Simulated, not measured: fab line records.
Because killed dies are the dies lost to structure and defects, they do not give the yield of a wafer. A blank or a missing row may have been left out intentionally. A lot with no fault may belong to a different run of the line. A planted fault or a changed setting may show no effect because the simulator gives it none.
Which tool was responsible? -- flow sky130 -- 12 lots, 34 wafers sampled, at 5 steps of a route of 708

## WHAT THE GAUGES READ, wafer by wafer
SKY_LDD_P_OVL_MEAS_08. Usual: LDD_P_OVL typically reads 1.0 nm, with standard deviation 1.3.
lot,measured,on,LDD_P_OVL (nm),flag
L721,day 19 20:29,overlay-01,0.4 0.7 -0.1,
L723,day 20 12:59,overlay-02,2.1 3.4 3.1,
L725,day 21 05:29,overlay-02,-0.4 0.4 1.4,
L727,day 21 17:19,overlay-02,2.2 0.2 1.6,
L728,day 22 08:56,overlay-01,0.4 0.3 0.8,
L730,day 22 18:35,overlay-02,1.6 0.2 1.7,
L731,day 23 14:04,overlay-01,1.8 0.2 3.7,
L732,day 23 18:39,overlay-02,-0.8 0.4,
L734,day 24 13:23,overlay-01,0.9 -0.3,
L739,day 25 22:22,overlay-01,-0.3 0.3 0.4,
L741,day 26 18:31,overlay-02,2.6 0.3 0.5,
L744,day 27 17:47,overlay-01,0.4 2.1 1.7,

SKY_CAP2M_THK_MEAS_01. Usual: CAP2M_CVD_00_THK typically reads 15.54 nm, with standard deviation 0.23.
lot,measured,on,CAP2M_CVD_00_THK (nm),flag
L721,day 40 22:55,film-metro-03,15.24 15.64 15.58,
L723,day 41 08:56,film-metro-03,15.24 15.71 15.55,
L725,day 41 23:54,film-metro-01,15.51 15.83 15.59,
L727,day 42 05:11,film-metro-01,15.22 14.96 15.48,
L728,day 42 18:36,film-metro-04,15.25 15.46 15.20,
L730,day 43 02:41,film-metro-01,30.04 15.65 30.10,OFF
L731,day 43 15:40,film-metro-04,15.67 15.98 15.72,
L732,day 43 22:14,film-metro-03,15.63 29.91,OFF
L734,day 44 13:50,film-metro-01,29.51 14.89,OFF
L739,day 45 15:03,film-metro-03,15.53 15.38 15.68,
L741,day 46 02:13,film-metro-04,15.44 15.44 15.92,
L744,day 46 23:40,film-metro-04,15.34 15.61 15.58,

## WHICH TOOL RAN EACH LOT (tool, then ch and the chambers of the sampled wafers, then the start)
lot,SKY_LI_CONTACT_ETCH_15,SKY_METAL1_SPUTTER_00,SKY_CAP2M_CVD_00
L721,"rie-diel-01 ch 0,1, day 30 04:46","pvd-sputter-01, day 32 18:28","pecvd-03 ch 0,1,2, day 40 22:53"
L723,"rie-diel-04 ch 0,2,3, day 30 17:17","pvd-sputter-03, day 33 06:53","pecvd-01 ch 0,2, day 41 08:55"
L725,"rie-diel-01 ch 1,2,3, day 31 09:28","pvd-sputter-01, day 33 22:37","pecvd-01 ch 0,1,2, day 41 23:53"
L727,"rie-diel-01 ch 1,2,3, day 31 19:43","pvd-sputter-04, day 34 08:12","pecvd-03 ch 0,1,2, day 42 05:10"
L728,"rie-diel-01 ch 0,1,2, day 32 09:22","pvd-sputter-01, day 34 20:53","pecvd-03 ch 0,1,2, day 42 18:35"
L730,"rie-diel-03 ch 0,3, day 32 19:08","pvd-sputter-01, day 35 06:14","pecvd-03 ch 1,2, day 43 02:40"
L731,"rie-diel-01 ch 0,1, day 33 12:01","pvd-sputter-04, day 35 21:44","pecvd-04 ch 0,1, day 43 15:38"
L732,"rie-diel-01 ch 2, day 33 18:13","pvd-sputter-03, day 36 04:01","pecvd-03 ch 0,2, day 43 22:11"
L734,"rie-diel-03 ch 0,2, day 34 11:29","pvd-sputter-01, day 36 20:47","pecvd-03 ch 0,2, day 44 13:48"
L739,"rie-diel-01 ch 0,1,2, day 35 15:32","pvd-sputter-01, day 38 00:56","pecvd-01 ch 0,1,2, day 45 15:02"
L741,"rie-diel-03 ch 0,2, day 36 05:58","pvd-sputter-01, day 38 15:32","pecvd-04 ch 1,2, day 46 02:10"
L744,"rie-diel-03 ch 0,2,3, day 37 07:31","pvd-sputter-04, day 39 14:56","pecvd-03 ch 2, day 46 23:38"
- SKY_LI_CONTACT_ETCH_15: etches PSG in C4F8/O2/Ar, stops on Si, target depth 600 nm.
- SKY_METAL1_SPUTTER_00: material Ti, target thk 15 nm, time 10 s.
- SKY_CAP2M_CVD_00: deposits SiO2, target thk 15.5 nm.

## WHAT THE TOOLS THEMSELVES READ (means of the sampled wafers that have a number; where no wafer has one, the mark that the record gives instead)
SKY_LI_CONTACT_ETCH_15. Usual: oes-product-au 0.837 a.u., standard deviation 0.0045; rf-fwd-power-W 1492 W, standard deviation 5.
lot,tool,oes-product-au (a.u.),rf-fwd-power-W (W),flag
L721,rie-diel-01,0.841,1494,
L723,rie-diel-04,0.835,1496,
L725,rie-diel-01,0.835,1493,
L727,rie-diel-01,0.839,1488,
L728,rie-diel-01,0.834,1490,
L730,rie-diel-03,0.840,1491,
L731,rie-diel-01,0.834,1491,
L732,rie-diel-01,0.837,1494,
L734,rie-diel-03,0.839,1495,
L739,rie-diel-01,0.837,1494,
L741,rie-diel-03,0.835,1497,
L744,rie-diel-03,0.837,1491,

SKY_METAL1_SPUTTER_00. Usual: throttle-valve-pct reads 30.0 % (standard deviation 1.1).
lot,tool,throttle-valve-pct (%),flag
L721,pvd-sputter-01,30.6,
L723,pvd-sputter-03,29.5,
L725,pvd-sputter-01,30.0,
L727,pvd-sputter-04,29.8,
L728,pvd-sputter-01,30.7,
L730,pvd-sputter-01,29.8,
L731,pvd-sputter-04,31.3,
L732,pvd-sputter-03,30.5,
L734,pvd-sputter-01,29.1,
L739,pvd-sputter-01,29.1,
L741,pvd-sputter-01,29.0,
L744,pvd-sputter-04,29.9,

SKY_CAP2M_CVD_00. Usual: heater-power-w 701 W, standard deviation 110; rf-fwd-power-W 442.1 W, standard deviation 2.4.
lot,tool,heater-power-w (W),rf-fwd-power-W (W),flag
L721,pecvd-03,622,441.6,
L723,pecvd-01,854,442.2,
L725,pecvd-01,841,442.0,
L727,pecvd-03,641,444.2,
L728,pecvd-03,606,441.2,
L730,pecvd-03,577,442.0,
L731,pecvd-04,765,440.1,
L732,pecvd-03,648,444.4,
L734,pecvd-03,620,444.0,
L739,pecvd-01,784,442.0,
L741,pecvd-04,694,443.8,
L744,pecvd-03,590,443.8,

## THE ANSWER, worked out from the rows above alone
Rule: lot off if the mean of its wafers having a number is beyond 3 standard deviations from the usual mean. A lot without any number at a reading at which 4 lots or more have one is off too. The other lots that the step has rows for count as sound. The gauges are gone through in route order, then the tools' own readings, and for those a lot's mean is taken as printed above. The first step at which some lot is off is used, and at that step the reading that is off furthest; a lot without a number counts as furthest.
Off: L730, L732, L734, at SKY_CAP2M_THK_MEAS_01 (CAP2M_CVD_00_THK).
A tool fits if, at a process step before that reading, it ran every lot that is off, and no sound lot after the first of them. The gauges at SKY_CAP2M_THK_MEAS_01 are tried like those tools. Of those tried, none fits.

## WHAT THE SIMULATOR HAD INSERTED
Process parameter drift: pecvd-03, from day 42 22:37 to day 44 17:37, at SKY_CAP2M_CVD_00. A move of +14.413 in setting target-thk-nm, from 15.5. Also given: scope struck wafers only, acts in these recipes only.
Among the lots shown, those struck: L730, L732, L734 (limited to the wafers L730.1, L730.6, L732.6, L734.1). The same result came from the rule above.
